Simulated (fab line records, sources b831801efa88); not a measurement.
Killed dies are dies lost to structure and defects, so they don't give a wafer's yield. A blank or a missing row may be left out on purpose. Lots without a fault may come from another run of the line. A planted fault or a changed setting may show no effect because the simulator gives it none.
Split-lot experiment | flow sfq_line | 5 lots, 23 wafers read, on a route of 325 steps

THE SPLIT
At SFQ_TRILAYER_M0_DEP_SPUTTER_019 (material Nb, target thk 200 nm, time 133.3 s), the setting time_s was moved away from the recipe's 133.3 s on 11 of the 23 wafers read, by -8.7% to +14.2%. The other wafers ran this setting at the recipe's value.

FROM THE SPLIT TO THE READING: what the file shows between them, 1 step
- SFQ_M0_RS_MEAS_904: measures by four-point-probe

THE READING
oes_product_au, in a.u., at SFQ_TRILAYER_M0_ETCH_METAL_ETCH_024 (etches Nb in Cl2/Ar, stops on SiO2, target depth 240 nm, time 120 s). Fault-free wafers of this fab line usually give 0.893 a.u., standard deviation 0.0067 a.u..

wafer  | tool, chamber at the split | time_s as run, s | against the recipe | oes_product_au, a.u. | against lot-mates on the recipe
L075.1 | pvd_sputter-05, -          | 133.3            | recipe             | 0.887                | -
L075.5 | pvd_sputter-05, -          | 133.3            | recipe             | 0.900                | -
L075.6 | pvd_sputter-05, -          | 133.3            | recipe             | 0.895                | -
L080.1 | pvd_sputter-03, -          | 150.6            | +13.0%             | 0.959                | +0.079
L080.2 | pvd_sputter-03, -          | 150.6            | +13.0%             | 0.957                | +0.077
L080.3 | pvd_sputter-03, -          | 150.6            | +13.0%             | 0.949                | +0.069
L080.4 | pvd_sputter-03, -          | 133.3            | recipe             | 0.879                | -
L080.5 | pvd_sputter-03, -          | 133.3            | recipe             | 0.881                | -
L081.2 | pvd_sputter-05, -          | 145.6            | +9.2%              | 0.935                | +0.052
L081.3 | pvd_sputter-05, -          | 145.6            | +9.2%              | 0.952                | +0.069
L081.4 | pvd_sputter-05, -          | 133.3            | recipe             | 0.880                | -
L081.5 | pvd_sputter-05, -          | 133.3            | recipe             | 0.885                | -
L081.6 | pvd_sputter-05, -          | 145.6            | +9.2%              | 0.945                | +0.062
L083.2 | pvd_sputter-03, -          | 133.3            | recipe             | 0.888                | -
L083.3 | pvd_sputter-03, -          | 133.3            | recipe             | 0.889                | -
L083.4 | pvd_sputter-03, -          | 121.7            | -8.7%              | 0.842                | -0.048
L083.5 | pvd_sputter-03, -          | 121.7            | -8.7%              | 0.837                | -0.053
L083.6 | pvd_sputter-03, -          | 133.3            | recipe             | 0.893                | -
L085.1 | pvd_sputter-06, -          | 152.2            | +14.2%             | 0.966                | +0.065
L085.2 | pvd_sputter-06, -          | 133.3            | recipe             | 0.904                | -
L085.4 | pvd_sputter-06, -          | 152.2            | +14.2%             | 0.975                | +0.074
L085.5 | pvd_sputter-06, -          | 152.2            | +14.2%             | 0.962                | +0.061
L085.6 | pvd_sputter-06, -          | 133.3            | recipe             | 0.898                | -

THE FIT
A straight line over all 23 wafers: oes_product_au changes by +0.00545 a.u. for each +1% of time_s; r = +0.98; the points scatter about the line by 0.0075 a.u..
The same after taking each lot's own level away (the mean of its wafers on the recipe; 23 wafers): +0.00549 a.u. for each +1%; r = +0.98; scatter 0.0076 a.u..
On that fit, the largest move of time_s shifts the reading by 0.078 a.u..
The lots' own levels span 0.8800 to 0.9010 a.u., that is 3.1 times the standard deviation above.
So the lot-to-lot level changes the slope little: the two slopes agree.
Check: with one of the wafers moved furthest among these (+14.2%) left out of the fit, the line predicts +0.0801 a.u. for it against its lot-mates. It came out at +0.065 a.u. against them.

OTHER SPLITS ON THESE WAFERS
These wafers also went through other splits before the reading. Each is held against what the fit with the lots' levels taken away leaves over:
other split on the same wafers                   | wafers away from the commonest value | r with oes_product_au (lot level and that fit taken away)
SFQ_TRILAYER_L0_DEP_SPUTTER_003 power_w          | 5                                    | +0.43
SFQ_TRILAYER_L0_LITHO_COAT_005 spin_rpm          | 5                                    | -0.03
SFQ_TRILAYER_L0_VIA_LITHO_COAT_018 resist_thk_nm | 4                                    | -0.08

THE WHOLE CHAIN: every reading that the file lists as answering this split, in the file's order
step                                | what it does                                                        | reading                                                                                   | change (the file's fit)                   | r (the file's)
SFQ_TRILAYER_M0_DEP_SPUTTER_019     | material Nb, target thk 200 nm, time 133.3 s                        | Nb_of_TRILAYER_M0_DEP_SPUTTER_019.thk_nm (the simulator's own value, which no gauge read) | +2.01 nm for each +1% of the setting      | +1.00
SFQ_M0_RS_MEAS_904                  | measures by four-point-probe                                        | M0_NB_RS                                                                                  | -0.0084 for each +1% of the setting       | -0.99
SFQ_TRILAYER_M0_ETCH_METAL_ETCH_024 | etches Nb in Cl2/Ar, stops on SiO2, target depth 240 nm, time 120 s | oes_product_au                                                                            | +0.00552 a.u. for each +1% of the setting | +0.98

THE FILE'S OWN FIT
oes_product_au changes by +0.00552 a.u. for each +1% of time_s, r = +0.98.
